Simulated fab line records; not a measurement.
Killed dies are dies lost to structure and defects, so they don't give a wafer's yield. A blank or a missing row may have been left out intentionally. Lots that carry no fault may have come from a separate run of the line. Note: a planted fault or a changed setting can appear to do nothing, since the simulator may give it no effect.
Which of the tools did it? / flow sky130 / Sampling: 12 lots, 36 wafers, 4 of 708 route steps

WHAT THE GAUGES READ, wafer by wafer
SKY_POLY_GATE_CD_MEAS_13 targets a cd of 150 nm.
lot=L552; measured=day 16 09:49; on=cd-sem-02; cd-nm (nm)=151.2 150.6 150.3
lot=L553; measured=day 16 20:35; on=cd-sem-01; cd-nm (nm)=151.0 150.9 150.9
lot=L554; measured=day 17 04:50; on=cd-sem-02; cd-nm (nm)=151.3 150.2 150.0
lot=L555; measured=day 17 15:26; on=cd-sem-01; cd-nm (nm)=147.7 147.9 147.6
lot=L557; measured=day 18 07:47; on=cd-sem-02; cd-nm (nm)=147.7 148.7 147.2
lot=L558; measured=day 18 13:41; on=cd-sem-02; cd-nm (nm)=150.6 150.6 149.7
lot=L564; measured=day 20 16:49; on=cd-sem-02; cd-nm (nm)=118.2 131.1 118.9 118.6 131.2 118.8
lot=L567; measured=day 22 01:14; on=cd-sem-02; cd-nm (nm)=151.2 150.9 149.7
lot=L572; measured=day 23 12:48; on=cd-sem-01; cd-nm (nm)=146.7 149.0 146.8
lot=L573; measured=day 23 23:08; on=cd-sem-01; cd-nm (nm)=151.1 150.4 148.5
lot=L574; measured=day 24 10:03; on=cd-sem-02; cd-nm (nm)=150.6 150.6 151.7
lot=L575; measured=day 24 22:16; on=cd-sem-02; cd-nm (nm)=149.7 149.4 150.6

SKY_POLY_CUT_CD_MEAS_08 targets a cd of 270 nm.
lot=L552; measured=day 24 08:34; on=cd-sem-02; cd-nm (nm)=270.4 270.3 268.6
lot=L553; measured=day 24 16:56; on=cd-sem-02; cd-nm (nm)=267.7 268.3 268.0
lot=L554; measured=day 25 01:49; on=cd-sem-02; cd-nm (nm)=268.9 269.0 268.0
lot=L555; measured=day 25 15:53; on=cd-sem-02; cd-nm (nm)=270.9 272.6 270.8
lot=L557; measured=day 26 07:10; on=cd-sem-02; cd-nm (nm)=266.8 267.3 267.7
lot=L558; measured=day 26 09:08; on=cd-sem-02; cd-nm (nm)=269.7 270.4 270.8
lot=L564; measured=day 28 09:41; on=cd-sem-01; cd-nm (nm)=269.4 270.6 270.6
lot=L567; measured=day 30 05:29; on=cd-sem-01; cd-nm (nm)=267.7 269.0 267.1
lot=L572; measured=day 30 22:15; on=cd-sem-01; cd-nm (nm)=272.2 272.6 274.3
lot=L573; measured=day 31 07:26; on=cd-sem-01; cd-nm (nm)=270.0 269.7 271.8
lot=L574; measured=day 31 18:43; on=cd-sem-01; cd-nm (nm)=270.0 272.0 272.3
lot=L575; measured=day 32 04:44; on=cd-sem-01; cd-nm (nm)=270.7 270.7 270.2

SKY_LI_CONTACT_CD_MEAS_12 targets a cd of 170 nm.
lot=L552; measured=day 29 04:22; on=cd-sem-02; cd-nm (nm)=173.4 171.6 171.7
lot=L553; measured=day 29 13:55; on=cd-sem-02; cd-nm (nm)=170.6 171.7 171.6
lot=L554; measured=day 29 22:28; on=cd-sem-01; cd-nm (nm)=171.5 171.1 170.8
lot=L555; measured=day 30 11:16; on=cd-sem-01; cd-nm (nm)=170.1 170.8 170.4
lot=L557; measured=day 31 01:51; on=cd-sem-01; cd-nm (nm)=169.8 171.0 171.0
lot=L558; measured=day 31 03:16; on=cd-sem-01; cd-nm (nm)=171.3 171.3 171.5
lot=L564; measured=day 32 23:58; on=cd-sem-01; cd-nm (nm)=169.5 168.8
lot=L567; measured=day 34 19:35; on=cd-sem-01; cd-nm (nm)=174.2 173.5 174.1
lot=L572; measured=day 35 12:35; on=cd-sem-02; cd-nm (nm)=166.0 168.2 168.6
lot=L573; measured=day 35 22:38; on=cd-sem-02; cd-nm (nm)=168.6 169.6 167.9
lot=L574; measured=day 36 07:57; on=cd-sem-02; cd-nm (nm)=170.3 172.3 169.7
lot=L575; measured=day 36 18:19; on=cd-sem-02; cd-nm (nm)=170.4 170.6 170.8

TOOL THAT RAN EACH LOT (tool first, then ch and the chambers of the sampled wafers, then the start)
lot=L552; SKY_POLY_GATE_EXPOSE_10=krf-scanner-02 ch 0, day 15 19:26
lot=L553; SKY_POLY_GATE_EXPOSE_10=krf-scanner-01 ch 0, day 16 06:49
lot=L554; SKY_POLY_GATE_EXPOSE_10=krf-scanner-01 ch 0, day 16 14:43
lot=L555; SKY_POLY_GATE_EXPOSE_10=krf-scanner-01 ch 0, day 17 01:07
lot=L557; SKY_POLY_GATE_EXPOSE_10=krf-scanner-01 ch 0, day 17 17:19
lot=L558; SKY_POLY_GATE_EXPOSE_10=krf-scanner-01 ch 0, day 17 22:32
lot=L564; SKY_POLY_GATE_EXPOSE_10=krf-scanner-01 ch 0, day 20 02:02
lot=L567; SKY_POLY_GATE_EXPOSE_10=krf-scanner-02 ch 0, day 21 10:00
lot=L572; SKY_POLY_GATE_EXPOSE_10=krf-scanner-01 ch 0, day 22 22:01
lot=L573; SKY_POLY_GATE_EXPOSE_10=krf-scanner-02 ch 0, day 23 07:26
lot=L574; SKY_POLY_GATE_EXPOSE_10=krf-scanner-01 ch 0, day 23 19:42
lot=L575; SKY_POLY_GATE_EXPOSE_10=krf-scanner-01 ch 0, day 24 07:47
- SKY_POLY_GATE_EXPOSE_10: exposes mask P1M, target cd 150 nm.

AS READ BY THE TOOLS THEMSELVES (means over the sampled wafers that have a number; for cases with no such wafer, the mark the record gives instead)
SKY_POLY_GATE_EXPOSE_10.
lot=L552 tool=krf-scanner-02 exposure-dose-mJ-cm2=28.01
lot=L553 tool=krf-scanner-01 exposure-dose-mJ-cm2=27.97
lot=L554 tool=krf-scanner-01 exposure-dose-mJ-cm2=27.98
lot=L555 tool=krf-scanner-01 exposure-dose-mJ-cm2=27.96
lot=L557 tool=krf-scanner-01 exposure-dose-mJ-cm2=27.95
lot=L558 tool=krf-scanner-01 exposure-dose-mJ-cm2=27.97
lot=L564 tool=krf-scanner-01 exposure-dose-mJ-cm2=26.86
lot=L567 tool=krf-scanner-02 exposure-dose-mJ-cm2=28.00
lot=L572 tool=krf-scanner-01 exposure-dose-mJ-cm2=27.96
lot=L573 tool=krf-scanner-02 exposure-dose-mJ-cm2=27.97
lot=L574 tool=krf-scanner-01 exposure-dose-mJ-cm2=27.93
lot=L575 tool=krf-scanner-01 exposure-dose-mJ-cm2=28.01

THE ANSWER, worked out from the rows above alone
Rule: what is usual is taken from the lots themselves. Put in order of their means at a reading, lots are off if they are a third of the lots or fewer, leave a main group of 4 or more, and stand apart from it by a gap of 3 or more times the standard deviation of the main group's means; of several such gaps the widest counts. A main group whose means are all the same, to the digits that the tables above print for the reading, isn't used. Also off: a lot with no number at a reading for which 4 or more lots have one. The other lots that the step has rows for count as sound. After the gauges, taken in route order, come the tools' own readings; for these a lot's mean is taken, as printed above. The first step at which some lot is off is used, and at that step the reading that is off furthest; a lot without a number counts as furthest.
Off: L564, at SKY_POLY_GATE_CD_MEAS_13 (cd-nm). The main group: mean 149.7 nm, standard deviation 1.3.
If a tool, at a process step before that reading, ran all the lots that are off and no sound lot after the first of them, it fits. The gauges at SKY_POLY_GATE_CD_MEAS_13 aren't tried: what is off there is off at SKY_POLY_GATE_EXPOSE_10 too, on other tools, and a gauge's error can't cause that. Not one of the candidates tried fits.

WHAT THE SIMULATOR PUT IN
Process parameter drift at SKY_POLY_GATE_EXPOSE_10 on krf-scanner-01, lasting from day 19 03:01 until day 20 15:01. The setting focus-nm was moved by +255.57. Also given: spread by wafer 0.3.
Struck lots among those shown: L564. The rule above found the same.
